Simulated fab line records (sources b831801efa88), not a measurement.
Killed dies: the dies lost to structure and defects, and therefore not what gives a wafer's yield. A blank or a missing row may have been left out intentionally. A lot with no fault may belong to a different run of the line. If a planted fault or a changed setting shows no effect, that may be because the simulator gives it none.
fab line records	flow gf180mcu
record: lots: 24	wafers: 72	lastDay: 34
route steps=602 shown V1@358 V2@396 M4@461 V4@494
lots with no fault: from the same line, run without faults
startH: start of the lot's first displayed wafer, in hours after the record's first day	waitH: hours since the lot's step before	" the same as in the row above	L1.1+2: one row covering several wafers at once	- no value, or no start given	* or withheld: withheld	< > ~ a bound
route shown NAME@n: NAME is a module with steps in the file, n the number in the route of the first one	usual: the fault-free wafers' mean and standard deviation	same: alike in all rows	chamber/n: place in a boat	sites: each site's reading	_std_site: the values' standard deviation	_edge_site: outer sites' mean less inner sites'	radiusMm: how far each site lies from the wafer's centre	mask NAME#n: copy n	behind: the most recent tool/chamber to have shaped the wafer	hold: cause of the lot's hold/its duration in hours/its outcome	device: the transistor (n, p or np) that didn't switch	end of line: the route-end tests of the same wafers	for a step that has no rows: nothing shown but its recipe	killed: dies that structure and defects cost at the first sort, which is not the same as the wafer's yield	map: a wafer's dies, x killed, . not, _ none there
set.NAME: the setting the step ran with; set.NAME@STEP: the setting that earlier step ran with	model.NAME: the simulator's own value behind a step, which no gauge read
a sample of lots followed through the steps of the route, with each step as a table and each wafer as a row
services: the hour from which a tool's chamber was out of use, counted from the record's first day as startH (under 0 if before that day), plus the number of hours and why
== steps ==
step: GF_V1_CVD_23
recipe: material: W	targetThkNm: 350	timeS: 105.05	tempC: 400	pressureTorr: 40
usual: heaterPowerW: 823/45	susceptorTempC: 400.03/0.24
lot.wafer	tool	chamber	startH	waitH	heaterPowerW	susceptorTempC
L074.4	cvdW-01	1	410.36	0.1	832	400.24
L074.5	"	1	"	"	845	399.94
L074.6	"	1	"	"	843	400.11
L075.1	cvdW-01	1	420.60	0.0	846	399.90
L075.3	"	0	"	"	872	400.10
L075.6	"	0	"	"	875	400.21
L076.1	cvdW-02	0	426.82	0.0	774	400.21
L076.3	"	1	"	"	795	400.04
L076.4	"	0	"	"	756	399.91
L077.2	cvdW-01	0	444.02	0.0	857	400.06
L077.4	"	1	"	"	867	400.46
L077.5	"	0	"	"	886	400.05
L078.1	cvdW-02	0	451.97	0.0	758	400.22
L078.5	"	0	"	"	762	399.94
L078.6	"	1	"	"	780	399.96
L079.1	cvdW-01	0	458.38	0.0	873	400.26
L079.2	"	1	"	"	849	400.04
L079.3	"	0	"	"	877	399.96
L080.1	cvdW-01	0	468.42	0.0	885	399.91
L080.3	"	1	"	"	836	399.84
L080.4	"	0	"	"	872	400.59
L081.1	cvdW-02	0	477.42	0.0	758	399.91
L081.4	"	0	"	"	772	399.98
L081.6	"	0	"	"	759	399.84
L082.2	cvdW-02	0	491.73	0.1	745	399.86
L082.3	"	0	"	"	781	399.83
L082.5	"	0	"	"	757	400.32
L083.2	cvdW-01	0	492.78	0.0	875	400.11
L083.4	"	0	"	"	871	400.00
L083.5	"	0	"	"	868	399.89
L084.1	cvdW-02	0	504.13	0.0	769	400.56
L084.3	"	1	"	"	801	400.20
L084.4	"	0	"	"	779	400.22
L085.1	cvdW-01	1	514.07	0.0	847	399.94
L085.5	"	0	"	"	883	400.04
L085.6	"	1	"	"	852	399.78
L086.1	cvdW-02	0	522.45	0.0	754	399.95
L086.3	"	0	"	"	752	399.53
L086.5	"	1	"	"	816	400.23
L087.3	cvdW-02	1	531.83	0.1	814	400.27
L087.4	"	0	"	"	747	399.70
L087.6	"	1	"	"	805	400.20
L088.1	cvdW-01	1	541.82	0.0	870	400.46
L088.3	"	0	"	"	874	399.39
L088.6	"	1	"	"	845	399.83
L089.1	cvdW-02	0	553.81	0.0	772	400.29
L089.3	"	1	"	"	792	400.29
L089.6	"	1	"	"	792	400.05
L090.2	cvdW-01	0	553.86	0.0	873	399.98
L090.4	"	0	"	"	869	399.89
L090.6	"	1	"	"	857	400.04
L091.1	cvdW-01	0	562.90	0.0	864	399.77
L091.3	"	0	"	"	883	399.75
L091.4	"	1	"	"	841	400.10
L092.2	cvdW-02	0	572.36	0.0	773	399.80
L092.5	"	1	"	"	804	400.27
L092.6	"	0	"	"	751	399.81
L093.2	cvdW-02	1	575.17	0.0	785	399.99
L093.3	"	0	"	"	762	400.26
L093.6	"	1	"	"	819	400.18
L094.4	cvdW-02	0	582.47	0.1	772	400.45
L094.5	"	0	"	"	784	400.53
L094.6	"	0	"	"	785	400.38
L095.2	cvdW-01	1	592.18	0.1	819	400.23
L095.4	"	0	"	"	866	400.00
L095.6	"	1	"	"	871	399.84
L096.4	cvdW-01	0	598.73	0.1	855	399.86
L096.5	"	0	"	"	882	399.82
L096.6	"	1	"	"	866	399.91
L097.1	cvdW-01	1	603.85	0.0	864	399.97
L097.3	"	1	"	"	849	399.98
L097.5	"	0	"	"	875	400.20
step: GF_V2_CD_MEAS_14
recipe: targetCdNm: 260
usual: cdNm: 260.2/1.2
lot.wafer	tool	chamber	startH	waitH	cdNm
L074.4	cdSem-02	-	460.67	0.1	257.4
L074.5	"	-	"	"	258.5
L074.6	"	-	"	"	257.3
L075.1	cdSem-01	-	470.87	0.1	260.4
L075.3	"	-	"	"	260.3
L075.6	"	-	"	"	261.4
L076.1	cdSem-02	-	477.67	0.1	260.3
L076.3	"	-	"	"	259.7
L076.4	"	-	"	"	260.3
L077.2	cdSem-01	-	494.53	0.1	260.3
L077.4	"	-	"	"	259.2
L077.5	"	-	"	"	260.6
L078.1	cdSem-02	-	502.21	0.1	260.4
L078.5	"	-	"	"	260.0
L078.6	"	-	"	"	259.6
L079.1	cdSem-01	-	507.57	0.1	259.3
L079.2	"	-	"	"	259.3
L079.3	"	-	"	"	258.4
L080.1	cdSem-02	-	518.27	0.1	259.8
L080.3	"	-	"	"	261.1
L080.4	"	-	"	"	260.8
L081.1	cdSem-02	-	525.96	0.1	257.7
L081.4	"	-	"	"	260.4
L081.6	"	-	"	"	259.2
L082.2	cdSem-01	-	540.08	0.1	261.0
L082.3	"	-	"	"	260.9
L082.5	"	-	"	"	261.8
L083.2	cdSem-01	-	541.78	0.1	257.7
L083.4	"	-	"	"	259.0
L083.5	"	-	"	"	259.1
L084.1	cdSem-02	-	552.42	0.1	262.8
L084.3	"	-	"	"	262.3
L084.4	"	-	"	"	262.2
L085.1	cdSem-01	-	561.42	0.1	261.5
L085.5	"	-	"	"	261.8
L085.6	"	-	"	"	261.6
L086.1	cdSem-01	-	569.61	0.1	261.3
L086.3	"	-	"	"	260.4
L086.5	"	-	"	"	260.3
L087.3	cdSem-02	-	578.23	0.1	259.3
L087.4	"	-	"	"	260.8
L087.6	"	-	"	"	260.4
L088.1	cdSem-01	-	587.37	0.1	259.7
L088.3	"	-	"	"	259.2
L088.6	"	-	"	"	260.1
L089.1	cdSem-02	-	598.92	0.1	260.7
L089.3	"	-	"	"	259.9
L089.6	"	-	"	"	261.0
L090.2	cdSem-01	-	599.74	0.1	257.9
L090.4	"	-	"	"	258.2
L090.6	"	-	"	"	259.0
L091.1	cdSem-02	-	608.22	0.1	261.8
L091.3	"	-	"	"	262.4
L091.4	"	-	"	"	261.7
L092.2	cdSem-01	-	616.93	0.1	260.1
L092.5	"	-	"	"	259.9
L092.6	"	-	"	"	258.9
L093.2	cdSem-02	-	618.89	0.1	260.5
L093.3	"	-	"	"	260.2
L093.6	"	-	"	"	261.0
L094.4	cdSem-02	-	626.68	0.1	260.2
L094.5	"	-	"	"	261.8
L094.6	"	-	"	"	260.8
L095.2	cdSem-02	-	635.57	0.1	261.1
L095.4	"	-	"	"	261.6
L095.6	"	-	"	"	260.9
L096.4	cdSem-01	-	641.83	0.1	259.5
L096.5	"	-	"	"	260.2
L096.6	"	-	"	"	259.8
L097.1	cdSem-01	-	646.40	0.1	260.8
L097.3	"	-	"	"	258.9
L097.5	"	-	"	"	259.6
step: GF_V2_SPUTTER_22
recipe: material: TiN	targetThkNm: 10	chamberPressurePa: 5	powerW: 4000	timeS: 40
usual: throttleValvePct: 29.9/0.6
lot.wafer	tool	chamber	startH	waitH	throttleValvePct
L074.4	pvdSputter-03	-	461.49	0.0	30.1
L074.5	"	-	"	"	29.6
L074.6	"	-	"	"	29.4
L075.1	pvdSputter-03	-	471.76	0.0	29.7
L075.3	"	-	"	"	29.6
L075.6	"	-	"	"	29.7
L076.1	pvdSputter-03	-	478.57	0.0	30.2
L076.3	"	-	"	"	29.5
L076.4	"	-	"	"	29.6
L077.2	pvdSputter-04	-	495.39	0.0	30.5
L077.4	"	-	"	"	30.0
L077.5	"	-	"	"	29.9
L078.1	pvdSputter-03	-	503.09	0.0	29.9
L078.5	"	-	"	"	29.3
L078.6	"	-	"	"	30.3
L079.1	pvdSputter-03	-	508.48	0.0	29.5
L079.2	"	-	"	"	29.3
L079.3	"	-	"	"	29.8
L080.1	pvdSputter-02	-	519.15	0.0	30.2
L080.3	"	-	"	"	30.2
L080.4	"	-	"	"	30.5
L081.1	pvdSputter-02	-	526.84	0.0	30.0
L081.4	"	-	"	"	28.7
L081.6	"	-	"	"	30.4
L082.2	pvdSputter-02	-	540.95	0.0	30.3
L082.3	"	-	"	"	28.6
L082.5	"	-	"	"	30.7
L083.2	pvdSputter-03	-	542.67	0.0	29.7
L083.4	"	-	"	"	29.7
L083.5	"	-	"	"	29.7
L084.1	pvdSputter-03	-	553.66	0.0	30.3
L084.3	"	-	"	"	29.5
L084.4	"	-	"	"	29.6
L085.1	pvdSputter-04	-	562.40	0.0	29.5
L085.5	"	-	"	"	30.0
L085.6	"	-	"	"	31.2
L086.1	pvdSputter-03	-	570.83	0.0	29.8
L086.3	"	-	"	"	29.6
L086.5	"	-	"	"	29.7
L087.3	pvdSputter-03	-	579.10	0.0	29.4
L087.4	"	-	"	"	29.3
L087.6	"	-	"	"	29.7
L088.1	pvdSputter-03	-	588.72	0.0	29.7
L088.3	"	-	"	"	29.1
L088.6	"	-	"	"	29.6
L089.1	pvdSputter-02	-	599.83	0.0	30.1
L089.3	"	-	"	"	28.7
L089.6	"	-	"	"	30.5
L090.2	pvdSputter-02	-	600.61	0.0	28.4
L090.4	"	-	"	"	30.3
L090.6	"	-	"	"	30.2
L091.1	pvdSputter-02	-	609.10	0.0	30.0
L091.3	"	-	"	"	28.4
L091.4	"	-	"	"	30.4
L092.2	pvdSputter-03	-	617.78	0.0	29.7
L092.5	"	-	"	"	29.5
L092.6	"	-	"	"	30.4
L093.2	pvdSputter-04	-	619.75	0.0	30.3
L093.3	"	-	"	"	30.0
L093.6	"	-	"	"	31.2
L094.4	pvdSputter-03	-	627.50	0.0	29.7
L094.5	"	-	"	"	29.7
L094.6	"	-	"	"	30.0
L095.2	pvdSputter-04	-	636.43	0.0	30.5
L095.4	"	-	"	"	29.9
L095.6	"	-	"	"	30.0
L096.4	pvdSputter-03	-	642.67	0.0	29.3
L096.5	"	-	"	"	30.0
L096.6	"	-	"	"	29.5
L097.1	pvdSputter-02	-	647.32	0.0	30.2
L097.3	"	-	"	"	28.4
L097.5	"	-	"	"	30.3
step: GF_V2_RS_MEAS_24
recipe: thkMeasGauge: four-point-probe	reads: W_of_V2_CVD_23+TiN_of_V2_SPUTTER_22+Ti_of_V2_SPUTTER_21
usual: V2_W_RS: 0.326/0.0033
lot.wafer	tool	chamber	startH	waitH	V2_W_RS[ohm/sq]
L074.4	filmMetro-04	-	461.71	0.1	0.325
L074.5	"	-	"	"	0.322
L074.6	"	-	"	"	0.321
L075.1	filmMetro-04	-	471.91	0.1	0.326
L075.3	"	-	"	"	0.322
L075.6	"	-	"	"	0.326
L076.1	filmMetro-04	-	478.72	0.1	0.326
L076.3	"	-	"	"	0.326
L076.4	"	-	"	"	0.325
L077.2	filmMetro-04	-	495.57	0.1	0.326
L077.4	"	-	"	"	0.324
L077.5	"	-	"	"	0.331
L078.1	filmMetro-02	-	503.25	0.1	0.318
L078.5	"	-	"	"	0.321
L078.6	"	-	"	"	0.319
L079.1	filmMetro-04	-	508.63	0.1	0.332
L079.2	"	-	"	"	0.331
L079.3	"	-	"	"	0.330
L080.1	filmMetro-02	-	519.30	0.1	0.327
L080.3	"	-	"	"	0.325
L080.4	"	-	"	"	0.327
L081.1	filmMetro-04	-	526.99	0.1	0.325
L081.4	"	-	"	"	0.327
L081.6	"	-	"	"	0.326
L082.2	filmMetro-04	-	541.12	0.1	0.322
L082.3	"	-	"	"	0.327
L082.5	"	-	"	"	0.329
L083.2	filmMetro-03	-	542.84	0.1	0.332
L083.4	"	-	"	"	0.328
L083.5	"	-	"	"	0.329
L084.1	filmMetro-02	-	553.81	0.1	0.330
L084.3	"	-	"	"	0.328
L084.4	"	-	"	"	0.330
L085.1	filmMetro-03	-	562.56	0.1	0.318
L085.5	"	-	"	"	0.325
L085.6	"	-	"	"	0.316
L086.1	filmMetro-03	-	570.98	0.1	0.326
L086.3	"	-	"	"	0.334
L086.5	"	-	"	"	0.324
L087.3	filmMetro-04	-	579.30	0.1	0.329
L087.4	"	-	"	"	0.328
L087.6	"	-	"	"	0.327
L088.1	filmMetro-04	-	588.87	0.1	0.328
L088.3	"	-	"	"	0.330
L088.6	"	-	"	"	0.328
L089.1	filmMetro-04	-	599.99	0.1	0.327
L089.3	"	-	"	"	0.321
L089.6	"	-	"	"	0.325
L090.2	filmMetro-04	-	600.78	0.1	0.327
L090.4	"	-	"	"	0.329
L090.6	"	-	"	"	0.329
L091.1	filmMetro-02	-	609.25	0.1	0.329
L091.3	"	-	"	"	0.329
L091.4	"	-	"	"	0.329
L092.2	filmMetro-03	-	617.96	0.1	0.330
L092.5	"	-	"	"	0.326
L092.6	"	-	"	"	0.331
L093.2	filmMetro-03	-	619.92	0.1	0.325
L093.3	"	-	"	"	0.327
L093.6	"	-	"	"	0.327
L094.4	filmMetro-02	-	627.71	0.1	0.328
L094.5	"	-	"	"	0.329
L094.6	"	-	"	"	0.323
L095.2	filmMetro-03	-	636.61	0.1	0.330
L095.4	"	-	"	"	0.324
L095.6	"	-	"	"	0.330
L096.4	filmMetro-04	-	642.88	0.1	0.324
L096.5	"	-	"	"	0.325
L096.6	"	-	"	"	0.324
L097.1	filmMetro-04	-	647.47	0.1	0.322
L097.3	"	-	"	"	0.328
L097.5	"	-	"	"	0.329
step: GF_M4_RS_MEAS_05
recipe: thkMeasGauge: four-point-probe	reads: TiN_of_M4_SPUTTER_04+Ti_of_M4_SPUTTER_03+AlCu_of_M4_SPUTTER_02+TiN_of_M4_SPUTTER_01+Ti_of_M4_SPUTTER_00
usual: M4_ALCU_RS: 0.0696/0.00057
lot.wafer	tool	chamber	startH	waitH	M4_ALCU_RS[ohm/sq]
L074.4	filmMetro-01	-	513.26	0.1	0.0693
L074.5	"	-	"	"	0.0696
L074.6	"	-	"	"	0.0697
L075.1	filmMetro-04	-	523.59	0.0	0.0695
L075.3	"	-	"	"	0.0685
L075.6	"	-	"	"	0.0690
L076.1	filmMetro-01	-	529.45	0.0	0.0701
L076.3	"	-	"	"	0.0693
L076.4	"	-	"	"	0.0698
L077.2	filmMetro-03	-	545.66	0.0	0.0696
L077.4	"	-	"	"	0.0698
L077.5	"	-	"	"	0.0690
L078.1	filmMetro-03	-	553.11	0.0	0.0688
L078.5	"	-	"	"	0.0689
L078.6	"	-	"	"	0.0694
L079.1	filmMetro-04	-	559.31	0.0	0.0695
L079.2	"	-	"	"	0.0689
L079.3	"	-	"	"	0.0688
L080.1	filmMetro-04	-	568.64	0.0	0.0708
L080.3	"	-	"	"	0.0706
L080.4	"	-	"	"	0.0706
L081.1	filmMetro-01	-	575.13	0.0	0.0689
L081.4	"	-	"	"	0.0697
L081.6	"	-	"	"	0.0692
L082.2	filmMetro-01	-	588.52	0.0	0.0703
L082.3	"	-	"	"	0.0701
L082.5	"	-	"	"	0.0699
L083.2	filmMetro-04	-	590.19	0.0	0.0703
L083.4	"	-	"	"	0.0708
L083.5	"	-	"	"	0.0709
L084.1	filmMetro-03	-	601.02	0.0	0.0698
L084.3	"	-	"	"	0.0704
L084.4	"	-	"	"	0.0704
L085.1	filmMetro-01	-	609.25	0.0	0.0696
L085.5	"	-	"	"	0.0687
L085.6	"	-	"	"	0.0696
L086.1	filmMetro-01	-	616.71	0.0	0.0692
L086.3	"	-	"	"	0.0694
L086.5	"	-	"	"	0.0694
L087.3	filmMetro-01	-	624.94	0.1	0.0709
L087.4	"	-	"	"	0.0699
L087.6	"	-	"	"	0.0707
L088.1	filmMetro-03	-	633.21	0.0	0.0700
L088.3	"	-	"	"	0.0695
L088.6	"	-	"	"	0.0695
L089.1	filmMetro-01	-	644.26	0.0	0.0694
L089.3	"	-	"	"	0.0701
L089.6	"	-	"	"	0.0694
L090.2	filmMetro-01	-	645.47	0.0	0.0688
L090.4	"	-	"	"	0.0690
L090.6	"	-	"	"	0.0689
L091.1	filmMetro-01	-	652.55	0.0	0.0690
L091.3	"	-	"	"	0.0695
L091.4	"	-	"	"	0.0702
L092.2	filmMetro-01	-	661.90	0.0	0.0697
L092.5	"	-	"	"	0.0696
L092.6	"	-	"	"	0.0703
L093.2	filmMetro-03	-	664.60	0.0	0.0697
L093.3	"	-	"	"	0.0695
L093.6	"	-	"	"	0.0688
L094.4	filmMetro-04	-	670.86	0.1	0.0704
L094.5	"	-	"	"	0.0699
L094.6	"	-	"	"	0.0702
L095.2	filmMetro-04	-	680.06	0.0	0.0694
L095.4	"	-	"	"	0.0695
L095.6	"	-	"	"	0.0697
L096.4	filmMetro-01	-	686.22	0.1	0.0702
L096.5	"	-	"	"	0.0695
L096.6	"	-	"	"	0.0701
L097.1	filmMetro-03	-	690.01	0.0	0.0703
L097.3	"	-	"	"	0.0694
L097.5	"	-	"	"	0.0701
step: GF_V4_STRIP_18
recipe: chemistry: O2/N2	powerW: 1400	pressureMtorr: 1500	platenTempC: 250	o2FlowSccm: 3000	n2FlowSccm: 300	overashFraction: 0.5
usual: drypumpMotorCurrentA: 5.9/0.49	heaterPowerW: 333/31	oesProductAu: 0.593/0.0049
lot.wafer	tool	chamber	startH	waitH	drypumpMotorCurrentA	heaterPowerW	oesProductAu	rfHoursCounterH
L074.4	plasmaAsher-03	1	560.42	-	6.5	356	0.594	-
L074.5	"	0	"	"	6.6	313	0.593	-
L074.6	"	1	"	"	6.6	363	0.590	-
L075.1	plasmaAsher-02	0	570.84	-	5.7	384	0.596	14
L075.3	"	1	"	"	5.9	330	0.591	-
L075.6	"	1	"	"	5.9	327	0.598	-
L076.1	plasmaAsher-02	1	576.14	-	5.9	326	0.597	15
L076.3	"	1	"	"	5.9	322	0.598	-
L076.4	"	0	"	"	5.7	384	0.596	-
L077.2	plasmaAsher-04	0	590.86	-	5.6	319	0.590	88
L077.4	"	0	"	"	5.6	326	0.592	-
L077.5	"	0	"	"	5.6	317	0.597	-
L078.1	plasmaAsher-04	1	597.94	-	5.2	288	0.589	89
L078.5	"	0	"	"	5.6	325	0.596	-
L078.6	"	1	"	"	5.2	289	0.592	-
L079.1	plasmaAsher-03	0	604.56	-	6.6	311	0.595	54
L079.2	"	1	"	"	6.6	360	0.598	54
L079.3	"	1	"	"	6.5	365	0.594	-
L080.1	plasmaAsher-03	0	612.16	-	6.6	312	0.598	55
L080.3	"	1	"	"	6.5	357	0.595	-
L080.4	"	0	"	"	6.6	310	0.594	-
L081.1	plasmaAsher-02	0	618.44	-	5.7	399	0.584	19
L081.4	"	1	"	"	5.9	323	0.586	-
L081.6	"	0	"	"	5.7	389	0.595	-
L082.2	plasmaAsher-04	1	630.79	-	5.2	283	0.591	92
L082.3	"	0	"	"	5.6	319	0.594	-
L082.5	"	0	"	"	5.6	324	0.592	-
L083.2	plasmaAsher-04	0	633.36	-	5.6	324	0.585	93
L083.4	"	1	"	"	5.2	292	0.586	-
L083.5	"	0	"	"	5.6	322	0.592	-
L084.1	plasmaAsher-03	1	644.06	-	6.6	367	0.595	58
L084.3	"	1	"	"	6.6	366	0.585	-
L084.4	"	0	"	"	6.6	322	0.590	-
L085.1	plasmaAsher-02	0	650.71	-	5.7	379	0.597	23
L085.5	"	1	"	"	5.9	323	0.586	-
L085.6	"	0	"	"	5.7	375	0.593	-
L086.1	plasmaAsher-02	1	658.79	-	5.9	321	0.591	23
L086.3	"	0	"	"	5.7	387	0.591	-
L086.5	"	1	"	"	5.9	330	0.595	-
L087.3	plasmaAsher-04	0	666.39	-	5.6	320	0.596	-
L087.4	"	1	"	"	5.2	289	0.602	-
L087.6	"	0	"	"	5.6	321	0.593	-
L088.1	plasmaAsher-02	0	673.70	-	5.7	382	0.592	25
L088.3	"	0	"	"	5.8	363	0.596	-
L088.6	"	0	"	"	5.7	373	0.593	-
L089.1	plasmaAsher-04	0	684.89	-	5.6	323	0.596	99
L089.3	"	0	"	"	5.7	328	0.592	-
L089.6	"	0	"	"	5.7	315	0.591	-
L090.2	plasmaAsher-03	1	686.05	-	6.6	366	0.595	63
L090.4	"	1	"	"	6.6	364	0.594	-
L090.6	"	1	"	"	6.5	361	0.600	-
L091.1	plasmaAsher-04	1	692.19	-	5.2	291	0.599	100
L091.3	"	0	"	"	5.6	323	0.589	-
L091.4	"	1	"	"	5.2	294	0.590	-
L092.2	plasmaAsher-03	1	701.16	-	6.6	362	0.592	65
L092.5	"	1	"	"	6.6	366	0.593	-
L092.6	"	0	"	"	6.6	314	0.590	-
L093.2	plasmaAsher-02	1	704.36	-	5.9	314	0.594	25
L093.3	"	0	"	"	5.7	380	0.594	-
L093.6	"	1	"	"	5.8	337	0.591	-
L094.4	plasmaAsher-04	0	710.24	-	5.7	325	0.594	-
L094.5	"	1	"	"	5.2	286	0.606	-
L094.6	"	0	"	"	5.7	324	0.600	-
L095.2	plasmaAsher-02	0	718.74	-	5.7	371	0.592	27
L095.4	"	1	"	"	5.9	330	0.597	-
L095.6	"	0	"	"	5.7	388	0.600	-
L096.4	plasmaAsher-03	1	724.60	-	6.6	365	0.592	-
L096.5	"	0	"	"	6.6	315	0.592	-
L096.6	"	1	"	"	6.6	358	0.587	-
L097.1	plasmaAsher-02	0	727.95	-	5.7	379	0.598	28
L097.3	"	1	"	"	5.9	321	0.592	-
L097.5	"	0	"	"	5.8	383	0.597	-
== services ==
tool	chamber	startH	hours	kind
cvdW-02	-	390.00	14.0	pm
cvdW-01	0	407.60	6.6	repair
pvdSputter-04	-	412.64	0.9	repair
plasmaAsher-02	-	421.25	9.0	pm
cvdW-01	-	435.51	1.6	repair
plasmaAsher-03	-	477.04	1.0	repair
plasmaAsher-04	-	479.91	1.3	repair
pvdSputter-03	-	483.64	0.6	repair
cvdW-02	1	490.43	4.0	repair
pvdSputter-02	-	503.34	14.5	repair
pvdSputter-03	-	509.36	3.0	repair
plasmaAsher-04	-	514.74	12.5	repair
pvdSputter-02	-	529.19	1.9	repair
pvdSputter-03	-	571.17	1.1	repair
cvdW-02	1	580.35	2.1	repair
pvdSputter-03	-	584.68	3.8	repair
plasmaAsher-03	-	585.79	0.3	repair
cvdW-02	-	588.57	28.9	repair
plasmaAsher-04	-	605.98	0.9	repair
cvdW-01	-	626.63	14.6	pm
cvdW-01	-	641.23	2.8	pm
plasmaAsher-03	-	641.77	1.2	repair
pvdSputter-02	-	648.72	4.1	repair
plasmaAsher-02	-	675.94	28.1	pm
== key ==
fault none
